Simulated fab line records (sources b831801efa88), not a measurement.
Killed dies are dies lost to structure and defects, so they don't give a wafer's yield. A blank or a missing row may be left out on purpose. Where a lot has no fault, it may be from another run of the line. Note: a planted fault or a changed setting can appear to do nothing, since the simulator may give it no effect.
2 desks, one fault | flow sky130 | each desk holds nothing but its own numbers, with what lay behind them at the end

## THE TOOL OWNER'S DESK: cvd-w-01
The tool's own readings at SKY_CONTACT_CVD_24 (deposits W, target thk 340 nm, time 102.12 s): means of the sampled wafers that have a number, for each lot that ran on this tool. If a lot's mean is further than 4 standard deviations from the usual mean, the lot is out of limits and carries the mark OUT (the distance appears in the brackets).
Columns: A = heater-power-w at SKY_CONTACT_CVD_24, usual 945 W
lot  | first seen here | A
L619 | day 31 22:08    | 946
L620 | day 32 08:20    | 977
L621 | day 32 15:44    | 968
L623 | day 33 16:21    | 980
L624 | day 34 01:49    | 961
L625 | day 34 22:02    | 986
L628 | day 35 06:42    | 975
L632 | day 37 02:23    | 968
This desk found nothing out of limits on any of the 8 lots.

## METROLOGY DESK
What the gauges read, lot by lot, whatever tool the lot ran on: means of the sampled wafers that have a number. If a lot's mean is further than 4 standard deviations from the usual mean, the lot is out of limits and carries the mark OUT (the distance appears in the brackets).
Columns: A = CONTACT_W_RS at SKY_CONTACT_RS_MEAS_25, usual 0.339 ohm/sq; B = CONTACT_W_THK at SKY_CONTACT_THK_MEAS_26, usual 343 nm
lot  | first seen here | A                | B
L617 | day 31 14:28    | 0.334            | 347
L619 | day 31 22:14    | 0.338            | 349
L620 | day 32 08:28    | 0.341            | 339
L621 | day 32 15:52    | 0.337            | 344
L623 | day 33 16:29    | 0.339            | 344
L624 | day 34 01:57    | 0.341            | 341
L625 | day 34 22:10    | 0.340            | 342
L628 | day 35 06:49    | 0.338            | 343
L632 | day 37 02:31    | 0.374 (+9.6) OUT | 316 (-6.5) OUT
L640 | day 38 20:26    | 0.343            | 342
Per this desk, out of limits: L632; the first was L632, day 37 02:31 (CONTACT_W_RS at SKY_CONTACT_RS_MEAS_25). Within limits: L617, L619, L620, L621, L623, L624, L625, L628, L640.

## TAKEN TOGETHER
L632 would have let the metrology desk raise an alarm at day 37 02:31.
Nothing out of limits was seen by the tool owner's desk.
The tool owner's desk has L632 on record, within its limits.
SKY_CONTACT_CVD_24 was run on cvd-w-01 by each of the lots named.

## WHAT THE SIMULATOR HAD PUT IN
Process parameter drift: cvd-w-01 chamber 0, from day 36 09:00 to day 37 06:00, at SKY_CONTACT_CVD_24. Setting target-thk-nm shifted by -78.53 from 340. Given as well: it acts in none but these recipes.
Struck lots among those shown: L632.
Delay in hours, fault start to first out-of-limits reading, per desk: metrology desk 18.
